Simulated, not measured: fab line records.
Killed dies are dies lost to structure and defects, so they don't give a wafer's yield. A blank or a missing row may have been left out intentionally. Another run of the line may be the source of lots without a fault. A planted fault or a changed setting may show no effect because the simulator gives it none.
Chamber matching ; flow sky130 ; SKY_SPACER_ETCHBACK_02 on rie-diel-01 has 4 sister chambers
The step etches Si3N4 in CH3F/O2, stops on SiO2, time 46.7 s, target depth 45 nm. 4 wafers are shown with their chamber, then 8 later ones without.

== WAFERS PAIRED WITH THEIR CHAMBERS ==
wafer;chamber;drypump-motor-current-A (A)
L074.4;0;5.8
L083.6;2;5.2
L084.6;1;5.5
L088.2;3;5.8

== WAFERS WITH NO CHAMBER GIVEN ==
wafer;drypump-motor-current-A (A)
L088.5;5.9
L088.6;5.2
L091.1;5.8
L091.2;5.1
L091.5;5.8
L092.1;5.8
L092.3;5.9
L092.6;5.5

== CHAMBER TAKEN BY EACH ==
wafer;from the rows above;in truth
L088.5;can't be placed: 0 or 3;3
L088.6;2;2
L091.1;can't be placed: 0 or 3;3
L091.2;2;2
L091.5;can't be placed: 0 or 3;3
L092.1;can't be placed: 0 or 3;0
L092.3;can't be placed: 0 or 3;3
L092.6;1;1
Placed correctly: 3 of 8. Unplaceable from these rows: 5, with the true chamber sitting among the candidates in 5. 0 placed wrongly.
How it was worked out, from the rows above alone: a wafer's distance from a chamber is the root of the sum, over the readings, of the square of ((its reading less the chamber's mean) divided by the reading's scatter). If the next closest chamber is less than 2 further off than the closest, the wafer can't be placed; otherwise it belongs to the closest. For every chamber, the mean is computed from those of its wafers that are shown. The scatter (one wafer shown for each chamber): square how far every hidden wafer sits from the nearest shown wafer, average those squares and take the square root.
